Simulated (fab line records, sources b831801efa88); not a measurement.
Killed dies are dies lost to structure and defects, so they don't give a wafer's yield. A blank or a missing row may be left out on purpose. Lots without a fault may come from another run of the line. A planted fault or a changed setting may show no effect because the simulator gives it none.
Which tool did it? | flow sky130 | 10 lots, 30 wafers sampled, at 6 steps of a route of 708

WHAT THE GAUGES READ, wafer by wafer
SKY_METAL2_RS_MEAS_05: measures by four-point-probe.
lot  | measured     | on            | METAL2_ALCU_RS (ohm/sq)
L882 | day 34 19:01 | film_metro-01 | 0.1276 0.1262 0.1260
L883 | day 35 06:41 | film_metro-01 | 0.1266 0.1254 0.1249
L886 | day 36 05:16 | film_metro-01 | 0.1269 0.1304 0.1282
L888 | day 36 15:16 | film_metro-01 | 0.1262 0.1257 0.1267
L893 | day 37 21:10 | film_metro-04 | 0.0995 0.1251 0.1268
L895 | day 38 06:37 | film_metro-01 | 0.1258 0.1246 0.0992
L900 | day 39 17:15 | film_metro-02 | 0.1304 0.1276 0.1279
L901 | day 39 20:52 | film_metro-01 | 0.1268 0.1285 0.1260
L903 | day 40 12:24 | film_metro-01 | 0.1309 0.1271 0.1281
L904 | day 40 19:07 | film_metro-01 | 0.1267 0.1295 0.1270

SKY_METAL2_THK_MEAS_06: measures by xrf.
lot  | measured     | on            | METAL2_ALCU_THK (nm)
L882 | day 34 19:08 | film_metro-01 | 247 248 248
L883 | day 35 06:47 | film_metro-01 | 243 251 249
L886 | day 36 05:23 | film_metro-01 | 247 241 245
L888 | day 36 15:22 | film_metro-01 | 245 249 244
L893 | day 37 21:17 | film_metro-04 | 314 252 248
L895 | day 38 06:44 | film_metro-01 | 247 251 311
L900 | day 39 17:22 | film_metro-02 | 240 246 246
L901 | day 39 20:59 | film_metro-01 | 249 244 250
L903 | day 40 12:31 | film_metro-01 | 239 245 244
L904 | day 40 19:14 | film_metro-01 | 248 242 246

WHICH TOOL RAN EACH LOT (tool, then ch and the chambers of the sampled wafers, then the start)
lot  | SKY_METAL1_ETCH_18                | SKY_VIA1_SPUTTER_20          | SKY_VIA1_CVD_21               | SKY_METAL2_SPUTTER_02
L882 | rie_metal-04 ch 0,1, day 33 14:28 | pvd_sputter-01, day 34 18:13 | cvd_w-02 ch 0,1, day 34 18:17 | pvd_sputter-04, day 34 18:55
L883 | rie_metal-04 ch 0,1, day 34 01:56 | pvd_sputter-04, day 35 05:52 | cvd_w-02 ch 0,1, day 35 05:58 | pvd_sputter-01, day 35 06:34
L886 | rie_metal-04 ch 0,1, day 34 23:31 | pvd_sputter-02, day 36 04:30 | cvd_w-01 ch 0,1, day 36 04:34 | pvd_sputter-03, day 36 05:11
L888 | rie_metal-03 ch 0,1, day 35 10:16 | pvd_sputter-01, day 36 14:28 | cvd_w-01 ch 0,1, day 36 14:31 | pvd_sputter-04, day 36 15:08
L893 | rie_metal-02 ch 0,1, day 36 16:58 | pvd_sputter-04, day 37 20:22 | cvd_w-01 ch 0,1, day 37 20:26 | pvd_sputter-04, day 37 21:04
L895 | rie_metal-04 ch 0,1, day 37 02:28 | pvd_sputter-01, day 38 05:51 | cvd_w-02 ch 0,1, day 38 05:55 | pvd_sputter-04, day 38 06:32
L900 | rie_metal-02 ch 0, day 38 13:15   | pvd_sputter-02, day 39 16:28 | cvd_w-01 ch 0, day 39 16:32   | pvd_sputter-01, day 39 17:09
L901 | rie_metal-04 ch 0, day 38 18:01   | pvd_sputter-02, day 39 20:05 | cvd_w-01 ch 0,1, day 39 20:08 | pvd_sputter-01, day 39 20:46
L903 | rie_metal-02 ch 0, day 39 08:41   | pvd_sputter-04, day 40 11:37 | cvd_w-02 ch 0,1, day 40 11:41 | pvd_sputter-01, day 40 12:19
L904 | rie_metal-03 ch 0,1, day 39 16:06 | pvd_sputter-04, day 40 18:21 | cvd_w-01 ch 0,1, day 40 18:25 | pvd_sputter-01, day 40 19:02
- SKY_METAL1_ETCH_18: etches BARC in N2/H2, stops on SiO2, time 45.9 s, target depth 60 nm.
- SKY_VIA1_SPUTTER_20: material TiN, target thk 20 nm, time 80 s.
- SKY_VIA1_CVD_21: deposits W, target thk 270 nm, time 80.902 s.
- SKY_METAL2_SPUTTER_02: material AlCu, target thk 250 nm, time 13.3 s.

WHAT THE TOOLS THEMSELVES READ (means of the sampled wafers that have a number; where no wafer has one, the mark that the record gives instead)
SKY_METAL1_ETCH_18.
lot  | tool         | drypump_motor_current_A (A) | oes_product_au (a.u.) | throttle_valve_pct (%)
L882 | rie_metal-04 | 5.7                         | 0.858                 | 13.234
L883 | rie_metal-04 | 5.8                         | 0.852                 | 13.222
L886 | rie_metal-04 | 5.4                         | 0.857                 | 13.219
L888 | rie_metal-03 | 5.5                         | 0.855                 | 13.215
L893 | rie_metal-02 | 5.7                         | 0.854                 | 13.223
L895 | rie_metal-04 | 5.7                         | 0.852                 | 13.229
L900 | rie_metal-02 | 5.9                         | 0.853                 | 13.212
L901 | rie_metal-04 | 5.0                         | 0.851                 | 13.223
L903 | rie_metal-02 | 5.9                         | 0.850                 | 13.227
L904 | rie_metal-03 | 5.4                         | 0.858                 | 13.227

SKY_VIA1_SPUTTER_20.
lot  | tool           | throttle_valve_pct (%)
L882 | pvd_sputter-01 | 29.8
L883 | pvd_sputter-04 | 29.9
L886 | pvd_sputter-02 | 31.9
L888 | pvd_sputter-01 | 29.5
L893 | pvd_sputter-04 | 29.8
L895 | pvd_sputter-01 | 29.8
L900 | pvd_sputter-02 | 30.7
L901 | pvd_sputter-02 | 30.6
L903 | pvd_sputter-04 | 29.0
L904 | pvd_sputter-04 | 29.0

SKY_VIA1_CVD_21.
lot  | tool     | heater_power_w (W) | susceptor_temp_C (C)
L882 | cvd_w-02 | 878                | 399.94
L883 | cvd_w-02 | 879                | 400.28
L886 | cvd_w-01 | 834                | 400.04
L888 | cvd_w-01 | 823                | 399.90
L893 | cvd_w-01 | 832                | 399.98
L895 | cvd_w-02 | 889                | 400.17
L900 | cvd_w-01 | 863                | 400.03
L901 | cvd_w-01 | 840                | 400.11
L903 | cvd_w-02 | 857                | 399.87
L904 | cvd_w-01 | 804                | 400.02

SKY_METAL2_SPUTTER_02.
lot  | tool           | throttle_valve_pct (%)
L882 | pvd_sputter-04 | 29.0
L883 | pvd_sputter-01 | 29.8
L886 | pvd_sputter-03 | 29.3
L888 | pvd_sputter-04 | 29.9
L893 | pvd_sputter-04 | 29.4
L895 | pvd_sputter-04 | 29.5
L900 | pvd_sputter-01 | 29.4
L901 | pvd_sputter-01 | 29.9
L903 | pvd_sputter-01 | 29.8
L904 | pvd_sputter-01 | 29.8

THE ANSWER, worked out from the rows above alone
Rule: what is usual is taken from the lots themselves. Put in order of their means at a reading, lots are off if they are a third of the lots or fewer, leave a main group of 4 or more, and stand apart from it by a gap of 3 or more times the standard deviation of the main group's means; of several such gaps the widest counts. A main group whose means are all the same, to the digits that the tables above print for the reading, isn't used. A lot without any number at a reading at which 4 lots or more have one is off too. The other lots that the step has rows for count as sound. The gauges are gone through in route order, then the tools' own readings, and for those a lot's mean is taken as printed above. The first step at which some lot is off is used, and at that step the reading that is off furthest; a lot without a number counts as furthest.
Off: L893, L895, at SKY_METAL2_RS_MEAS_05 (METAL2_ALCU_RS). The main group: mean 0.1274 ohm/sq, standard deviation 0.0011.
A tool fits if, at a process step before that reading, it ran every lot that is off, and no sound lot after the first of them. The gauges at SKY_METAL2_RS_MEAS_05 are tried like those tools. One fits: pvd_sputter-04 at SKY_METAL2_SPUTTER_02. Its last sound lot is L888 (day 36 15:08), its first lot that is off L893 (day 37 21:04): a fault that began between those two fits.

WHAT THE SIMULATOR HAD PUT IN
Process parameter drift: pvd_sputter-04, from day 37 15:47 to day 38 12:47, at SKY_METAL2_SPUTTER_02. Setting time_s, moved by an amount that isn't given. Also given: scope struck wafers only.
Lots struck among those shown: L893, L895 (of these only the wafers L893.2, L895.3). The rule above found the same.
